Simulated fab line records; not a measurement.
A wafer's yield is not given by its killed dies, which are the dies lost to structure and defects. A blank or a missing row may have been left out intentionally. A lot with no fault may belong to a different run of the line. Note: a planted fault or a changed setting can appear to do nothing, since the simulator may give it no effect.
Which tool is to blame? | flow sky130 | 12 lots, 36 wafers sampled, at 4 steps of a route of 708

## WHAT THE GAUGES SHOWED, per wafer
SKY_VIA3_OVL_MEAS_13. Usual: VIA3_OVL -4 nm, standard deviation 5.2.
lot  | measured     | on         | VIA3_OVL (nm) | flag
L391 | day 40 01:39 | overlay-02 | -2 3 9        |
L392 | day 40 15:47 | overlay-01 | -8 -4 -9      |
L393 | day 40 19:45 | overlay-02 | 4 5 -3        |
L396 | day 41 15:16 | overlay-01 | -14 -12 -17   |
L397 | day 42 10:04 | overlay-01 | -12 -3 -3     |
L399 | day 42 18:45 | overlay-01 | -1 -5 -10     |
L406 | day 44 08:25 | overlay-01 | 0 -4 -3       |
L408 | day 44 12:26 | overlay-02 | -14 -12 -15   |
L409 | day 45 01:10 | overlay-01 | 3 6 -2        |
L411 | day 45 11:43 | overlay-02 | 3 -4 -1       |
L412 | day 45 16:14 | overlay-01 | 3 2 8         |
L414 | day 46 07:10 | overlay-02 | -6 -12 -4     |

SKY_CAP2M_RS_MEAS_03: the measuring method here is four-point-probe. Usual: CAP2M_TIN_RS 6.92 ohm/sq, standard deviation 0.086.
lot  | measured     | on            | CAP2M_TIN_RS (ohm/sq) | flag
L391 | day 40 03:23 | film-metro-02 | 6.91 6.93 6.91        |
L392 | day 40 17:35 | film-metro-02 | 6.99 6.97 6.88        |
L393 | day 40 21:30 | film-metro-02 | 6.85 6.89 6.87        |
L396 | day 41 17:07 | film-metro-03 | 7.00 6.94 7.00        |
L397 | day 42 11:50 | film-metro-01 | 6.96 6.95             |
L399 | day 42 20:35 | film-metro-03 | 6.89 6.91             |
L406 | day 44 10:10 | film-metro-03 | 6.95 6.98 6.97        |
L408 | day 44 14:13 | film-metro-01 | 7.03 7.01 7.03        |
L409 | day 45 02:55 | film-metro-03 | 7.16 7.21 7.15        |
L411 | day 45 13:30 | film-metro-03 | 6.89 6.82 6.83        |
L412 | day 45 17:59 | film-metro-03 | 6.93 6.93 6.95        |
L414 | day 46 08:53 | film-metro-03 | 6.96 6.91 6.88        |

## TOOL THAT RAN EACH LOT (tool first, then ch and the chambers of the sampled wafers, then the start)
lot  | SKY_VIA3_CMP_24               | SKY_METAL4_SPUTTER_03
L391 | cmp-02 ch 0,2,3, day 40 02:48 | pvd-sputter-02, day 40 03:08
L392 | cmp-01 ch 0,1,3, day 40 16:56 | pvd-sputter-03, day 40 17:20
L393 | cmp-02 ch 1,2,3, day 40 20:58 | pvd-sputter-04, day 40 21:15
L396 | cmp-02 ch 1,2, day 41 16:31   | pvd-sputter-04, day 41 16:52
L397 | cmp-01 ch 0,3, day 42 11:09   | pvd-sputter-04, day 42 11:32
L399 | cmp-01 ch 0,1, day 42 19:52   | pvd-sputter-04, day 42 20:16
L406 | cmp-02 ch 1,2, day 44 09:30   | pvd-sputter-03, day 44 09:53
L408 | cmp-02 ch 2,3, day 44 13:37   | pvd-sputter-02, day 44 13:58
L409 | cmp-02 ch 1,3, day 45 02:18   | pvd-sputter-04, day 45 02:38
L411 | cmp-02 ch 0,1,2, day 45 12:54 | pvd-sputter-04, day 45 13:11
L412 | cmp-01 ch 0,1,3, day 45 17:20 | pvd-sputter-02, day 45 17:43
L414 | cmp-02 ch 0,1, day 46 08:15   | pvd-sputter-04, day 46 08:38
- SKY_VIA3_CMP_24: polishes, stops on SiO2, t overpolish 20 s, target thk 0 nm.
- SKY_METAL4_SPUTTER_03: material Ti, target thk 5 nm, time 3.3 s.

## WHAT THE TOOLS THEMSELVES READ (means of the sampled wafers that have a number; where no wafer has one, the mark that the record gives instead)
SKY_VIA3_CMP_24. Usual: motor-current-A 11.0 A, standard deviation 1.1; overpolish-run-s 20.000 s, standard deviation 0.0097; slurry-flow-ml-min 149.9, standard deviation 0.46; time-to-endpoint-s 93 s, standard deviation 3.1.
lot  | tool   | motor-current-A (A) | overpolish-run-s (s) | slurry-flow-ml-min | time-to-endpoint-s (s) | flag
L391 | cmp-02 | 11.2                | 19.996               | 150.0              | 91                     |
L392 | cmp-01 | 11.6                | 20.009               | 149.9              | 89                     |
L393 | cmp-02 | 11.0                | 20.001               | 149.7              | 90                     |
L396 | cmp-02 | 11.2                | 20.003               | 149.8              | 93                     |
L397 | cmp-01 | 11.7                | 13.340               | 149.6              | 117                    | OFF
L399 | cmp-01 | 11.8                | 13.343               | 149.2              | 116                    | OFF
L406 | cmp-02 | 11.3                | 19.995               | 149.8              | 92                     |
L408 | cmp-02 | 10.8                | 20.001               | 150.2              | 90                     |
L409 | cmp-02 | 10.8                | 20.002               | 149.9              | 94                     |
L411 | cmp-02 | 11.5                | 20.001               | 149.8              | 90                     |
L412 | cmp-01 | 11.4                | 20.002               | 150.1              | 97                     |
L414 | cmp-02 | 11.4                | 19.998               | 149.5              | 95                     |

SKY_METAL4_SPUTTER_03. Usual: chamber-pressure-pa 0.4000 Pa, standard deviation 0.0011; throttle-valve-pct 30.1 %, standard deviation 0.83.
lot  | tool           | chamber-pressure-pa (Pa) | throttle-valve-pct (%) | flag
L391 | pvd-sputter-02 | 0.4005                   | 30.0                   |
L392 | pvd-sputter-03 | 0.4007                   | 30.8                   |
L393 | pvd-sputter-04 | 0.4006                   | 29.4                   |
L396 | pvd-sputter-04 | 0.3997                   | 29.2                   |
L397 | pvd-sputter-04 | 0.3994                   | 29.4                   |
L399 | pvd-sputter-04 | 0.4002                   | 30.2                   |
L406 | pvd-sputter-03 | 0.3993                   | 29.9                   |
L408 | pvd-sputter-02 | 0.3998                   | 30.2                   |
L409 | pvd-sputter-04 | 0.4000                   | 30.0                   |
L411 | pvd-sputter-04 | 0.3998                   | 29.3                   |
L412 | pvd-sputter-02 | 0.3997                   | 29.9                   |
L414 | pvd-sputter-04 | 0.4000                   | 29.9                   |

## THE ANSWER, worked out from the rows above alone
Rule: a lot is off if the mean of its wafers that have a number lies more than 3 standard deviations from the usual mean. A lot without any number at a reading at which 4 lots or more have one is off too. All remaining lots with rows at the step are treated as sound. The gauges are gone through in route order, then the tools' own readings, and for those a lot's mean is taken as printed above. At the first step where some lot is off, the reading lying furthest off is the one used; lots without a number count as furthest.
Off at SKY_VIA3_CMP_24 (overpolish-run-s): L397, L399.
A tool fits if, at that step or a process step before it, it ran every lot that is off, and no sound lot after the first of them. No candidate that was tried fits.

## WHAT THE SIMULATOR HAD INSERTED
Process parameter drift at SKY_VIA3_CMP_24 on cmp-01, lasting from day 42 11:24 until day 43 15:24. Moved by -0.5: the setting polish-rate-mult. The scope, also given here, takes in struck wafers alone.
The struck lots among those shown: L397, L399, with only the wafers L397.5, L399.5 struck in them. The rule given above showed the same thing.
